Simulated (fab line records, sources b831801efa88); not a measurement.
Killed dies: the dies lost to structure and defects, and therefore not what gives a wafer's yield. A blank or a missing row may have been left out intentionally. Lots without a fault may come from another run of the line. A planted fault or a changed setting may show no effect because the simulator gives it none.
fab line records | flow sky130
record: lots: 15 wafers: 45 last-day: 50
route steps=708 shown SD_P@330 RES_XHIGH@340
lots that met no fault: from a run of the same line without faults
start-h: the number of hours between the record's first day and the start of the first shown wafer of the lot | wait-h: hours since the lot's step before | " identical to the entry in the row above | L1.1+2: a single row standing in for several wafers | - either no value or no given start | * or withheld: withheld | < > ~ a bound
route shown NAME@n: NAME is a module with steps in the file, n the number in the route of the first one | usual: mean/standard deviation of fault-free wafers | same: alike in all rows | chamber/n: place in a boat | sites: the reading at each site | _std_site: standard deviation of those values | _edge_site: the outer-site mean with the inner-site mean subtracted | radius-mm: how far each site lies from the wafer's centre | mask NAME#n: copy n | behind: the last tool/chamber to shape the wafer | hold: why the lot was held/for how many hours/how that ended | device: whichever transistor did not switch (one of n, p or np) | end of line: the same wafers' tests at the end of the route | a step with no rows: only its recipe | killed: at the first sort, the dies lost to defects and structure; wafer yield is something else | map: a wafer's dies, marking killed ones x, the rest . and places with no die _
set.NAME: the setting as run; set.NAME@STEP: as run at that earlier step | model.NAME: the simulator's own value behind a step, which no gauge read
steps of the route over a sample of lots; a table a step, a row a wafer
services: the hour from which a tool's chamber was out of use, counted from the record's first day as start-h (under 0 if before that day), plus the number of hours and why
== steps ==
step: SKY_SD_P_STRIP_10
recipe: chemistry: O2/N2 power-w: 1400 pressure-mtorr: 1500 platen-temp-c: withheld o2-flow-sccm: 3000 n2-flow-sccm: 300 overash-fraction: 0.5
usual: chamber-pressure-mTorr: 1500.1/1.5 drypump-motor-current-A: 6.0/0.4 oes-product-au: 0.618/0.0048 overash-fraction: 0.5/0 strip-time-to-endpoint-s: 17.49/0.036
columns lot.wafer tool chamber start-h wait-h chamber-pressure-mTorr drypump-motor-current-A oes-product-au overash-fraction rf-hours-counter-h strip-time-to-endpoint-s
L234.1 plasma-asher-02 1 591.93 0.2 1500.2 5.9 0.613 0.5 16 17.47
L234.3 " 0 " " 1498.2 5.6 0.621 0.5 - 17.47
L234.6 " 1 " " 1500.9 5.8 0.613 0.5 - 17.51
L235.2 plasma-asher-01 1 600.59 0.1 1498.7 6.2 0.619 0.5 50 17.43
L235.3 " 0 " " 1499.9 5.5 0.615 0.5 - 17.49
L235.4 " 1 " " 1501.4 6.1 0.620 0.5 - 17.46
L236.1 plasma-asher-04 1 608.13 0.1 1501.2 6.7 0.617 0.5 93 17.52
L236.2 " 0 " " 1501.0 6.2 0.618 0.5 93 17.52
L236.3 " 0 " " 1499.8 6.2 0.614 0.5 - 17.52
L237.2 plasma-asher-02 0 617.28 0.1 1500.5 5.6 0.619 0.5 18 17.45
L237.3 " 0 " " 1501.6 5.5 0.619 0.5 - 17.42
L237.6 " 1 " " 1501.9 5.9 0.617 0.5 - 17.45
L238.3 plasma-asher-04 1 621.73 0.1 1498.5 6.7 0.615 0.5 - 17.54
L238.4 " 0 " " 1498.6 6.2 0.619 0.5 - 17.52
L238.6 " 0 " " 1500.9 6.2 0.621 0.5 - 17.52
L239.1 plasma-asher-01 1 629.14 0.1 - - - - - -
L239.2 " 0 " " - - - - - -
L239.4 " 1 " " - - - - - -
L240.3 plasma-asher-01 0 634.73 0.1 - - - - - -
L240.4 " 1 " " - - - - - -
L240.5 " 1 " " - - - - - -
L241.3 plasma-asher-04 1 666.08 0.1 - - - - - -
L241.5 " 1 " " - - - - - -
L241.6 " 0 " " - - - - - -
L245.3 plasma-asher-04 0 678.47 0.1 1500.3 6.2 0.614 0.5 - 17.44
L245.4 " 1 " " 1500.3 6.7 0.617 0.5 - 17.46
L245.5 " 1 " " 1498.7 6.7 0.620 0.5 - 17.48
L248.1 plasma-asher-01 0 712.09 0.1 1502.8 5.5 0.612 0.5 61 17.54
L248.2 " 1 " " 1499.9 6.1 0.616 0.5 61 17.52
L248.6 " 0 " " 1500.1 5.5 0.616 0.5 - 17.50
L249.1 plasma-asher-01 0 714.49 0.1 1499.5 5.5 0.621 0.5 61 17.46
L249.4 " 1 " " 1497.8 6.1 0.621 0.5 - 17.49
L249.6 " 1 " " 1501.3 6.2 0.616 0.5 - 17.50
L250.1 plasma-asher-01 1 725.19 0.1 1501.2 6.1 0.617 0.5 62 17.46
L250.4 " 0 " " 1500.9 5.5 0.613 0.5 - 17.48
L250.6 " 1 " " 1497.6 6.1 0.628 0.5 - 17.46
L255.3 plasma-asher-04 1 754.86 0.1 1500.6 6.7 0.626 0.5 - 17.52
L255.4 " 0 " " 1501.8 6.2 0.614 0.5 - 17.53
L255.6 " 1 " " 1500.7 6.7 0.621 0.5 - 17.58
L256.2 plasma-asher-02 0 772.44 0.1 1499.0 5.6 0.610 0.5 34 17.55
L256.3 " 0 " " 1501.0 5.6 0.619 0.5 - 17.57
L256.5 " 0 " " 1499.8 5.6 0.618 0.5 - 17.55
L257.1 plasma-asher-01 1 776.94 0.1 1500.7 6.1 0.613 0.5 68 17.44
L257.2 " 0 " " 1500.4 5.5 0.622 0.5 68 17.46
L257.3 " 1 " " 1503.0 6.1 0.614 0.5 - 17.48
step: SKY_RES_XHIGH_STRIP_08
recipe: chemistry: O2/N2 power-w: 1400 pressure-mtorr: 1500 platen-temp-c: withheld o2-flow-sccm: 3000 n2-flow-sccm: 300 overash-fraction: 0.5
usual: chamber-pressure-mTorr: 1499.9/1.4 drypump-motor-current-A: 5.9/0.42 oes-product-au: 0.711/0.0046 strip-time-to-endpoint-s: 14.27/0.043
same: overash-fraction: 0.5
columns lot.wafer tool chamber start-h wait-h chamber-pressure-mTorr drypump-motor-current-A oes-product-au rf-hours-counter-h strip-time-to-endpoint-s
L234.1 plasma-asher-02 1 621.39 0.1 1500.9 5.9 0.709 19 14.28
L234.3 " 1 " " 1498.1 5.9 0.715 - 14.29
L234.6 " 1 " " 1500.8 5.9 0.710 - 14.26
L235.2 plasma-asher-02 1 629.64 0.1 1500.1 5.8 0.705 20 14.27
L235.3 " 0 " " 1500.1 5.6 0.710 - 14.25
L235.4 " 1 " " 1498.9 5.9 0.715 - 14.24
L236.1 plasma-asher-02 1 636.94 0.1 1500.9 5.9 0.714 21 14.25
L236.2 " 0 " " 1499.8 5.6 0.710 21 14.24
L236.3 " 1 " " 1499.6 5.9 0.712 - 14.25
L237.2 plasma-asher-03 1 645.84 0.1 1500.2 6.3 0.709 82 14.34
L237.3 " 1 " " 1501.2 6.3 0.713 - 14.29
L237.6 " 1 " " 1498.9 6.3 0.715 - 14.28
L238.3 plasma-asher-03 0 650.31 0.1 1500.8 5.2 0.712 - 14.17
L238.4 " 1 " " 1500.7 6.3 0.712 - 14.20
L238.6 " 1 " " 1500.9 6.3 0.712 - 14.21
L239.1 plasma-asher-02 1 658.07 0.1 1497.9 5.8 0.717 23 31.27
L239.2 " 0 " " 1498.0 5.6 0.721 23 31.23
L239.4 " 1 " " 1498.2 5.9 0.709 - 31.28
L240.3 plasma-asher-04 0 663.37 0.1 1499.8 6.2 0.723 - 31.34
L240.4 " 1 " " 1499.8 6.7 0.721 - 31.31
L240.5 " 0 " " 1496.5 6.2 0.721 - 31.32
L241.3 plasma-asher-02 1 694.01 0.1 1500.1 5.8 0.715 - 31.35
L241.5 " 1 " " 1501.3 5.8 0.716 - 31.35
L241.6 " 0 " " 1500.0 5.6 0.726 - 31.30
L245.3 plasma-asher-02 0 706.02 0.1 1502.4 5.6 0.717 - 14.29
L245.4 " 1 " " 1500.9 5.9 0.710 - 14.27
L245.5 " 1 " " 1496.5 5.9 0.713 - 14.30
L248.1 plasma-asher-02 0 738.78 0.1 1497.8 5.6 0.708 30 14.30
L248.2 " 1 " " 1501.3 5.9 0.710 30 14.27
L248.6 " 0 " " 1502.0 5.6 0.710 - 14.27
L249.1 plasma-asher-02 1 741.08 0.1 1503.1 5.9 0.704 31 14.31
L249.4 " 1 " " 1498.9 5.9 0.706 - 14.31
L249.6 " 0 " " 1498.6 5.6 0.718 - 14.31
L250.1 plasma-asher-02 0 751.99 0.1 1498.6 5.6 0.725 32 14.25
L250.4 " 1 " " 1500.3 5.9 0.712 - 14.27
L250.6 " 0 " " 1500.3 5.5 0.724 - 14.23
L255.3 plasma-asher-03 1 781.66 0.1 1502.4 6.3 0.708 - 14.23
L255.4 " 0 " " 1499.5 5.2 0.713 - 14.25
L255.6 " 1 " " 1501.8 6.3 0.703 - 14.20
L256.2 plasma-asher-04 1 799.08 0.1 1498.7 6.7 0.709 5 14.31
L256.3 " 1 " " 1499.6 6.7 0.713 - 14.26
L256.5 " 0 " " 1499.1 6.3 0.711 - 14.25
L257.1 plasma-asher-02 0 803.43 0.1 1500.5 5.6 0.714 37 14.35
L257.2 " 1 " " 1498.3 5.9 0.709 37 14.28
L257.3 " 1 " " 1500.3 5.9 0.717 - 14.34
step: SKY_RES_XHIGH_TW_MEAS_09
usual: RES_XHIGH_TW: 1639/11
columns lot.wafer tool chamber start-h wait-h RES_XHIGH_TW
L234.1 film-metro-03 - 621.49 0.1 1633
L234.3 " - " " 1638
L234.6 " - " " 1643
L235.2 film-metro-01 - 629.75 0.1 1641
L235.3 " - " " 1656
L235.4 " - " " 1637
L236.1 film-metro-01 - 637.04 0.1 1637
L236.2 " - " " 1638
L236.3 " - " " 1639
L237.2 film-metro-03 - 645.95 0.1 1631
L237.3 " - " " 1630
L237.6 " - " " 1639
L238.3 film-metro-03 - 650.39 0.1 1650
L238.4 " - " " 1666
L238.6 " - " " 1645
L239.1 film-metro-01 - 658.17 0.1 30
L239.2 " - " " 30
L239.4 " - " " 30
L240.3 film-metro-03 - 663.46 0.1 30
L240.4 " - " " 30
L240.5 " - " " 30
L241.3 film-metro-01 - 694.10 0.1 30
L241.5 " - " " 30
L241.6 " - " " 30
L245.3 film-metro-02 - 706.11 0.1 1615
L245.4 " - " " 1625
L245.5 " - " " 1620
L248.1 film-metro-01 - 738.88 0.1 1645
L248.2 " - " " 1642
L248.6 " - " " 1644
L249.1 film-metro-02 - 741.18 0.1 1629
L249.4 " - " " 1635
L249.6 " - " " 1631
L250.1 film-metro-02 - 752.09 0.1 1627
L250.4 " - " " 1610
L250.6 " - " " 1622
L255.3 film-metro-01 - 781.75 0.1 1642
L255.4 " - " " 1645
L255.6 " - " " 1657
L256.2 film-metro-02 - 799.19 0.1 1636
L256.3 " - " " 1618
L256.5 " - " " 1628
L257.1 film-metro-01 - 803.53 0.1 1634
L257.2 " - " " 1637
L257.3 " - " " 1637
== services ==
columns tool chamber start-h hours kind
plasma-asher-02 - 575.01 9.5 repair
plasma-asher-04 - 604.98 2.0 repair
plasma-asher-03 - 624.33 12.8 repair
plasma-asher-01 - 652.71 3.1 repair
plasma-asher-04 - 733.75 9.0 pm
plasma-asher-04 0 733.75 9.0 vent-cycle
plasma-asher-04 1 733.75 9.0 vent-cycle
plasma-asher-04 0 742.75 - clean
plasma-asher-04 1 742.75 - clean
plasma-asher-04 - 747.05 6.3 pm
== key ==
first-sign: step: SKY_SD_P_STRIP_10 reading: tool-record direction: missing
effect: step: SKY_RES_XHIGH_STRIP_08 reading: strip-time-to-endpoint-s direction: up sigmas: 99+ usual: * struck: *
effect: step: SKY_RES_XHIGH_TW_MEAS_09 reading: RES_XHIGH_TW direction: down sigmas: 99+ usual: 1639 struck: 30
met-at SKY_SD_P_STRIP_10
struck-lots L239,L240,L241
sort-left-out L239.1,L239.2,L239.4,L240.3,L240.4,L240.5,L241.3,L241.5,L241.6
tester-left-out L239,L240,L241
onset-between 621.73 629.14
fault: kind: skipped-step-whole tool: plasma-asher-01,plasma-asher-04 chamber: - onset-h: 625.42 steps: SKY_SD_P_STRIP_10 scope: struck-lots-only
tester-left-out: of these lots the tester's yield and bins aren't shown, on N5 and GAA mostly nor the transistor test; their killed dies are dies lost to structure and defects alone, not to doping, threshold or leakage, so they don't give the yield
sort-left-out: the simulated sort isn't trusted on such a fault, so these wafers' sort isn't shown, and their yield isn't known
